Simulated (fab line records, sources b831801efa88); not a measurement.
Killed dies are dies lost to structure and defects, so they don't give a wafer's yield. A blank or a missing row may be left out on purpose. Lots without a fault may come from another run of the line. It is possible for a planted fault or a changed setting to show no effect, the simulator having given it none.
Which tool was responsible? || flow gf180mcu || 11 lots, 33 wafers sampled, at 6 steps of a route of 602

WHAT THE GAUGES SHOWED, per wafer
GF_HV_LDD_CD_MEAS_19: the cd target is 400 nm. Usual: cd-nm reads 399.7 nm (standard deviation 1.7).
{"lot": "L918", "measured": "day 11 01:10", "on": "cd-sem-01", "cd-nm (nm)": "399.4 399.5 399.2", "flag": ""}
{"lot": "L920", "measured": "day 11 14:53", "on": "cd-sem-01", "cd-nm (nm)": "403.0 401.2 402.2", "flag": ""}
{"lot": "L922", "measured": "day 12 19:04", "on": "cd-sem-01", "cd-nm (nm)": "402.4 400.7 401.6", "flag": ""}
{"lot": "L926", "measured": "day 13 20:52", "on": "cd-sem-01", "cd-nm (nm)": "400.2 399.5 401.7", "flag": ""}
{"lot": "L927", "measured": "day 14 02:07", "on": "cd-sem-01", "cd-nm (nm)": "398.4 398.5 399.2", "flag": ""}
{"lot": "L931", "measured": "day 15 07:43", "on": "cd-sem-01", "cd-nm (nm)": "404.5 401.6 402.3", "flag": ""}
{"lot": "L932", "measured": "day 15 21:06", "on": "cd-sem-02", "cd-nm (nm)": "402.8 401.3 398.7", "flag": ""}
{"lot": "L933", "measured": "day 16 03:55", "on": "cd-sem-02", "cd-nm (nm)": "399.6 401.1 401.3", "flag": ""}
{"lot": "L934", "measured": "day 16 09:37", "on": "cd-sem-02", "cd-nm (nm)": "398.7 398.5 397.7", "flag": ""}
{"lot": "L937", "measured": "day 17 04:10", "on": "cd-sem-02", "cd-nm (nm)": "399.5 398.2 398.5", "flag": ""}
{"lot": "L939", "measured": "day 18 00:43", "on": "cd-sem-01", "cd-nm (nm)": "398.6 400.2 402.5", "flag": ""}

GF_HV_LDD_TW_MEAS_38. Usual: for HV_LDD_3_TW the level is 1425 and the standard deviation is 10.
{"lot": "L918", "measured": "day 11 19:52", "on": "film-metro-01", "HV_LDD_3_TW": "1434 1443 1439", "flag": ""}
{"lot": "L920", "measured": "day 12 11:27", "on": "film-metro-01", "HV_LDD_3_TW": "1439 1432 1421", "flag": ""}
{"lot": "L922", "measured": "day 13 15:59", "on": "film-metro-04", "HV_LDD_3_TW": "1416 1414 1418", "flag": ""}
{"lot": "L926", "measured": "day 14 18:04", "on": "film-metro-04", "HV_LDD_3_TW": "1414 1423 1422", "flag": ""}
{"lot": "L927", "measured": "day 15 00:07", "on": "film-metro-04", "HV_LDD_3_TW": "1409 1408 1408", "flag": ""}
{"lot": "L931", "measured": "day 16 06:19", "on": "film-metro-01", "HV_LDD_3_TW": "1486 1492 1485 1487 1490 1487", "flag": "OFF"}
{"lot": "L932", "measured": "day 16 20:00", "on": "film-metro-02", "HV_LDD_3_TW": "1485 1480 1478 1481 1481 1471", "flag": "OFF"}
{"lot": "L933", "measured": "day 17 04:40", "on": "film-metro-04", "HV_LDD_3_TW": "1415 1415 1425", "flag": ""}
{"lot": "L934", "measured": "day 17 09:58", "on": "film-metro-01", "HV_LDD_3_TW": "1432 1437 1442", "flag": ""}
{"lot": "L937", "measured": "day 18 03:51", "on": "film-metro-04", "HV_LDD_3_TW": "1417 1416 1418", "flag": ""}
{"lot": "L939", "measured": "day 19 01:26", "on": "film-metro-02", "HV_LDD_3_TW": "1416 1419 1427", "flag": ""}

GF_HV_LDD_RS_MEAS_53: the measuring method here is four-point-probe. Usual: for HV_LDD_RS the level is 418.1 ohm/sq and the standard deviation is 0.88.
{"lot": "L918", "measured": "day 12 15:30", "on": "film-metro-04", "HV_LDD_RS (ohm/sq)": "418.8 418.7 419.2", "flag": ""}
{"lot": "L920", "measured": "day 13 08:05", "on": "film-metro-02", "HV_LDD_RS (ohm/sq)": "417.8 417.7 418.2", "flag": ""}
{"lot": "L922", "measured": "day 14 12:15", "on": "film-metro-04", "HV_LDD_RS (ohm/sq)": "417.2 417.6 417.5", "flag": ""}
{"lot": "L926", "measured": "day 15 16:02", "on": "film-metro-04", "HV_LDD_RS (ohm/sq)": "418.7 419.5 418.9", "flag": ""}
{"lot": "L927", "measured": "day 15 22:20", "on": "film-metro-02", "HV_LDD_RS (ohm/sq)": "417.8 418.2 417.7", "flag": ""}
{"lot": "L931", "measured": "day 17 05:21", "on": "film-metro-01", "HV_LDD_RS (ohm/sq)": "410.1 410.8 409.1 410.5 409.8 408.1", "flag": "OFF"}
{"lot": "L932", "measured": "day 17 19:15", "on": "film-metro-04", "HV_LDD_RS (ohm/sq)": "409.6 409.9 409.5 409.8 409.8 408.7", "flag": "OFF"}
{"lot": "L933", "measured": "day 18 04:01", "on": "film-metro-02", "HV_LDD_RS (ohm/sq)": "417.0 417.2 417.6", "flag": ""}
{"lot": "L934", "measured": "day 18 09:56", "on": "film-metro-01", "HV_LDD_RS (ohm/sq)": "417.3 418.4 417.6", "flag": ""}
{"lot": "L937", "measured": "day 19 04:19", "on": "film-metro-02", "HV_LDD_RS (ohm/sq)": "416.7 418.6 416.9", "flag": ""}
{"lot": "L939", "measured": "day 20 02:18", "on": "film-metro-02", "HV_LDD_RS (ohm/sq)": "416.6 416.0 416.2", "flag": ""}

EACH LOT AND THE TOOL THAT RAN IT (in order: tool; ch and the chambers of the sampled wafers; start)
{"lot": "L918", "GF_HV_LDD_STRIP_22": "plasma-asher-03 ch 0,1, day 11 01:28", "GF_HV_LDD_IMPLANT_34": "implanter-03 ch 0, day 11 19:20", "GF_HV_LDD_STRIP_37": "plasma-asher-03 ch 0,1, day 11 19:46"}
{"lot": "L920", "GF_HV_LDD_STRIP_22": "plasma-asher-03 ch 0,1, day 11 15:11", "GF_HV_LDD_IMPLANT_34": "implanter-03 ch 0, day 12 10:56", "GF_HV_LDD_STRIP_37": "plasma-asher-01 ch 0,1, day 12 11:22"}
{"lot": "L922", "GF_HV_LDD_STRIP_22": "plasma-asher-01 ch 0,1, day 12 19:22", "GF_HV_LDD_IMPLANT_34": "implanter-01 ch 0, day 13 15:27", "GF_HV_LDD_STRIP_37": "plasma-asher-04 ch 0,1, day 13 15:53"}
{"lot": "L926", "GF_HV_LDD_STRIP_22": "plasma-asher-03 ch 1, day 13 21:09", "GF_HV_LDD_IMPLANT_34": "implanter-01 ch 0, day 14 17:32", "GF_HV_LDD_STRIP_37": "plasma-asher-03 ch 0,1, day 14 17:58"}
{"lot": "L927", "GF_HV_LDD_STRIP_22": "plasma-asher-03 ch 0,1, day 14 02:25", "GF_HV_LDD_IMPLANT_34": "implanter-01 ch 0, day 14 23:36", "GF_HV_LDD_STRIP_37": "plasma-asher-04 ch 0,1, day 15 00:02"}
{"lot": "L931", "GF_HV_LDD_STRIP_22": "plasma-asher-01 ch 0,1, day 15 08:01", "GF_HV_LDD_IMPLANT_34": "implanter-01 ch 0, day 16 05:47", "GF_HV_LDD_STRIP_37": "plasma-asher-04 ch 0,1, day 16 06:13"}
{"lot": "L932", "GF_HV_LDD_STRIP_22": "plasma-asher-04 ch 0,1, day 15 21:24", "GF_HV_LDD_IMPLANT_34": "implanter-01 ch 0, day 16 19:27", "GF_HV_LDD_STRIP_37": "plasma-asher-03 ch 0,1, day 16 19:54"}
{"lot": "L933", "GF_HV_LDD_STRIP_22": "plasma-asher-01 ch 0,1, day 16 04:13", "GF_HV_LDD_IMPLANT_34": "implanter-03 ch 0, day 17 04:09", "GF_HV_LDD_STRIP_37": "plasma-asher-01 ch 0,1, day 17 04:35"}
{"lot": "L934", "GF_HV_LDD_STRIP_22": "plasma-asher-04 ch 0,1, day 16 09:53", "GF_HV_LDD_IMPLANT_34": "implanter-04 ch 0, day 17 09:28", "GF_HV_LDD_STRIP_37": "plasma-asher-04 ch 0,1, day 17 09:52"}
{"lot": "L937", "GF_HV_LDD_STRIP_22": "plasma-asher-04 ch 0,1, day 17 04:28", "GF_HV_LDD_IMPLANT_34": "implanter-03 ch 0, day 18 03:19", "GF_HV_LDD_STRIP_37": "plasma-asher-01 ch 0,1, day 18 03:44"}
{"lot": "L939", "GF_HV_LDD_STRIP_22": "plasma-asher-04 ch 0,1, day 18 01:02", "GF_HV_LDD_IMPLANT_34": "implanter-03 ch 0, day 19 00:53", "GF_HV_LDD_STRIP_37": "plasma-asher-01 ch 0,1, day 19 01:20"}
- GF_HV_LDD_STRIP_22: strips in O2/N2.
- GF_HV_LDD_IMPLANT_34
- GF_HV_LDD_STRIP_37: strips in O2/N2.

AS READ BY THE TOOLS THEMSELVES (means over the sampled wafers that have a number; for cases with no such wafer, the mark the record gives instead)
GF_HV_LDD_STRIP_22. Usual: drypump-motor-current-A 5.6 A, standard deviation 0.57; heater-power-w 370 W, standard deviation 38; oes-product-au 0.715 a.u., standard deviation 0.0042; strip-time-to-endpoint-s 12.65 s, standard deviation 0.038.
{"lot": "L918", "tool": "plasma-asher-03", "drypump-motor-current-A (A)": 5.1, "heater-power-w (W)": 316, "oes-product-au (a.u.)": 0.717, "strip-time-to-endpoint-s (s)": 12.58, "flag": ""}
{"lot": "L920", "tool": "plasma-asher-03", "drypump-motor-current-A (A)": 5.1, "heater-power-w (W)": 314, "oes-product-au (a.u.)": 0.718, "strip-time-to-endpoint-s (s)": 12.62, "flag": ""}
{"lot": "L922", "tool": "plasma-asher-01", "drypump-motor-current-A (A)": 5.8, "heater-power-w (W)": 360, "oes-product-au (a.u.)": 0.713, "strip-time-to-endpoint-s (s)": 12.64, "flag": ""}
{"lot": "L926", "tool": "plasma-asher-03", "drypump-motor-current-A (A)": 4.7, "heater-power-w (W)": 306, "oes-product-au (a.u.)": 0.714, "strip-time-to-endpoint-s (s)": 12.67, "flag": ""}
{"lot": "L927", "tool": "plasma-asher-03", "drypump-motor-current-A (A)": 5.1, "heater-power-w (W)": 319, "oes-product-au (a.u.)": 0.716, "strip-time-to-endpoint-s (s)": 12.65, "flag": ""}
{"lot": "L931", "tool": "plasma-asher-01", "drypump-motor-current-A (A)": 5.9, "heater-power-w (W)": 359, "oes-product-au (a.u.)": 0.714, "strip-time-to-endpoint-s (s)": 12.63, "flag": ""}
{"lot": "L932", "tool": "plasma-asher-04", "drypump-motor-current-A (A)": 5.8, "heater-power-w (W)": 422, "oes-product-au (a.u.)": 0.713, "strip-time-to-endpoint-s (s)": 12.63, "flag": ""}
{"lot": "L933", "tool": "plasma-asher-01", "drypump-motor-current-A (A)": 6.0, "heater-power-w (W)": 372, "oes-product-au (a.u.)": 0.717, "strip-time-to-endpoint-s (s)": 12.70, "flag": ""}
{"lot": "L934", "tool": "plasma-asher-04", "drypump-motor-current-A (A)": 5.3, "heater-power-w (W)": 390, "oes-product-au (a.u.)": 0.716, "strip-time-to-endpoint-s (s)": 12.63, "flag": ""}
{"lot": "L937", "tool": "plasma-asher-04", "drypump-motor-current-A (A)": 5.8, "heater-power-w (W)": 410, "oes-product-au (a.u.)": 0.714, "strip-time-to-endpoint-s (s)": 12.70, "flag": ""}
{"lot": "L939", "tool": "plasma-asher-04", "drypump-motor-current-A (A)": 5.3, "heater-power-w (W)": 394, "oes-product-au (a.u.)": 0.717, "strip-time-to-endpoint-s (s)": 12.62, "flag": ""}

GF_HV_LDD_IMPLANT_34. Usual: beam-energy-keV 60.001, standard deviation 0.02; dose-ions-cm2 7.498e+12, standard deviation 7.4e+09; end-station-pressure-torr 5.03e-06 Torr, standard deviation 2.7e-07; faraday-current-uA 42.4, standard deviation 0.82.
{"lot": "L918", "tool": "implanter-03", "beam-energy-keV": 60.002, "dose-ions-cm2": 7.502e+12, "end-station-pressure-torr (Torr)": 5.22e-06, "faraday-current-uA": 42.0, "flag": ""}
{"lot": "L920", "tool": "implanter-03", "beam-energy-keV": 60.007, "dose-ions-cm2": 7.503e+12, "end-station-pressure-torr (Torr)": 5.09e-06, "faraday-current-uA": 41.3, "flag": ""}
{"lot": "L922", "tool": "implanter-01", "beam-energy-keV": 59.997, "dose-ions-cm2": 7.503e+12, "end-station-pressure-torr (Torr)": 5.02e-06, "faraday-current-uA": 42.5, "flag": ""}
{"lot": "L926", "tool": "implanter-01", "beam-energy-keV": 60.015, "dose-ions-cm2": 7.499e+12, "end-station-pressure-torr (Torr)": 4.91e-06, "faraday-current-uA": 42.0, "flag": ""}
{"lot": "L927", "tool": "implanter-01", "beam-energy-keV": 60.025, "dose-ions-cm2": 7.499e+12, "end-station-pressure-torr (Torr)": 4.91e-06, "faraday-current-uA": 42.0, "flag": ""}
{"lot": "L931", "tool": "implanter-01", "beam-energy-keV": 60.018, "dose-ions-cm2": 1.092e+13, "end-station-pressure-torr (Torr)": 5.00e-06, "faraday-current-uA": 62.1, "flag": "OFF"}
{"lot": "L932", "tool": "implanter-01", "beam-energy-keV": 59.985, "dose-ions-cm2": 1.093e+13, "end-station-pressure-torr (Torr)": 5.03e-06, "faraday-current-uA": 62.5, "flag": "OFF"}
{"lot": "L933", "tool": "implanter-03", "beam-energy-keV": 60.021, "dose-ions-cm2": 7.492e+12, "end-station-pressure-torr (Torr)": 5.04e-06, "faraday-current-uA": 42.6, "flag": ""}
{"lot": "L934", "tool": "implanter-04", "beam-energy-keV": 59.978, "dose-ions-cm2": 7.496e+12, "end-station-pressure-torr (Torr)": 5.51e-06, "faraday-current-uA": 41.8, "flag": ""}
{"lot": "L937", "tool": "implanter-03", "beam-energy-keV": 60.005, "dose-ions-cm2": 7.497e+12, "end-station-pressure-torr (Torr)": 4.76e-06, "faraday-current-uA": 42.6, "flag": ""}
{"lot": "L939", "tool": "implanter-03", "beam-energy-keV": 59.993, "dose-ions-cm2": 7.493e+12, "end-station-pressure-torr (Torr)": 5.28e-06, "faraday-current-uA": 42.4, "flag": ""}

GF_HV_LDD_STRIP_37. Usual: drypump-motor-current-A 5.6 A, standard deviation 0.57; heater-power-w 363 W, standard deviation 39; oes-product-au 0.716 a.u., standard deviation 0.0048; strip-time-to-endpoint-s 12.66 s, standard deviation 0.039.
{"lot": "L918", "tool": "plasma-asher-03", "drypump-motor-current-A (A)": 5.1, "heater-power-w (W)": 315, "oes-product-au (a.u.)": 0.716, "strip-time-to-endpoint-s (s)": 12.70, "flag": ""}
{"lot": "L920", "tool": "plasma-asher-01", "drypump-motor-current-A (A)": 6.0, "heater-power-w (W)": 367, "oes-product-au (a.u.)": 0.711, "strip-time-to-endpoint-s (s)": 12.60, "flag": ""}
{"lot": "L922", "tool": "plasma-asher-04", "drypump-motor-current-A (A)": 5.3, "heater-power-w (W)": 398, "oes-product-au (a.u.)": 0.718, "strip-time-to-endpoint-s (s)": 12.60, "flag": ""}
{"lot": "L926", "tool": "plasma-asher-03", "drypump-motor-current-A (A)": 5.5, "heater-power-w (W)": 328, "oes-product-au (a.u.)": 0.716, "strip-time-to-endpoint-s (s)": 12.63, "flag": ""}
{"lot": "L927", "tool": "plasma-asher-04", "drypump-motor-current-A (A)": 5.7, "heater-power-w (W)": 411, "oes-product-au (a.u.)": 0.712, "strip-time-to-endpoint-s (s)": 12.67, "flag": ""}
{"lot": "L931", "tool": "plasma-asher-04", "drypump-motor-current-A (A)": 5.8, "heater-power-w (W)": 412, "oes-product-au (a.u.)": 0.713, "strip-time-to-endpoint-s (s)": 12.62, "flag": ""}
{"lot": "L932", "tool": "plasma-asher-03", "drypump-motor-current-A (A)": 5.5, "heater-power-w (W)": 320, "oes-product-au (a.u.)": 0.714, "strip-time-to-endpoint-s (s)": 12.69, "flag": ""}
{"lot": "L933", "tool": "plasma-asher-01", "drypump-motor-current-A (A)": 6.0, "heater-power-w (W)": 367, "oes-product-au (a.u.)": 0.714, "strip-time-to-endpoint-s (s)": 12.65, "flag": ""}
{"lot": "L934", "tool": "plasma-asher-04", "drypump-motor-current-A (A)": 5.8, "heater-power-w (W)": 410, "oes-product-au (a.u.)": 0.715, "strip-time-to-endpoint-s (s)": 12.70, "flag": ""}
{"lot": "L937", "tool": "plasma-asher-01", "drypump-motor-current-A (A)": 6.0, "heater-power-w (W)": 365, "oes-product-au (a.u.)": 0.717, "strip-time-to-endpoint-s (s)": 12.68, "flag": ""}
{"lot": "L939", "tool": "plasma-asher-01", "drypump-motor-current-A (A)": 5.9, "heater-power-w (W)": 347, "oes-product-au (a.u.)": 0.720, "strip-time-to-endpoint-s (s)": 12.59, "flag": ""}

THE ANSWER, worked out from the rows above alone
Rule: a lot is off if the mean of its wafers that have a number lies more than 3 standard deviations from the usual mean. Also off: a lot with no number at a reading for which 4 or more lots have one. The other lots that the step has rows for count as sound. After the gauges, taken in route order, come the tools' own readings; for these a lot's mean is taken, as printed above. The first step at which some lot is off is used, and at that step the reading that is off furthest; a lot without a number counts as furthest.
Off: at GF_HV_LDD_TW_MEAS_38 (HV_LDD_3_TW), L931, L932.
A tool fits if, at a process step before that reading, it ran every lot that is off, and no sound lot after the first of them. Not tried: the gauges at GF_HV_LDD_TW_MEAS_38; whatever is off there is also off at GF_HV_LDD_IMPLANT_34, on other tools, and gauge error can't account for it. One candidate fits, namely implanter-01 at GF_HV_LDD_IMPLANT_34. A fault onset in the window from L927 (day 14 23:36, its last sound lot) to L931 (day 16 05:47, its first lot off) fits.
The tool's own readings at GF_HV_LDD_IMPLANT_34 bear it out: on the lots that are off they differ by more than 5 times the standard deviation of the sound lots' means. dose-ions-cm2 reads 1.092e+13 there against 7.498e+12 on the sound lots; faraday-current-uA reads 62.3 there against 42.1 on the sound lots.

WHAT THE SIMULATOR PUT IN
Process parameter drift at GF_HV_LDD_IMPLANT_34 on implanter-01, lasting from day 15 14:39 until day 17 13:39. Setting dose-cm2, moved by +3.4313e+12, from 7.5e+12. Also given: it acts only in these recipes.
Struck lots among those shown: L931, L932. This agrees with what the rule above found.
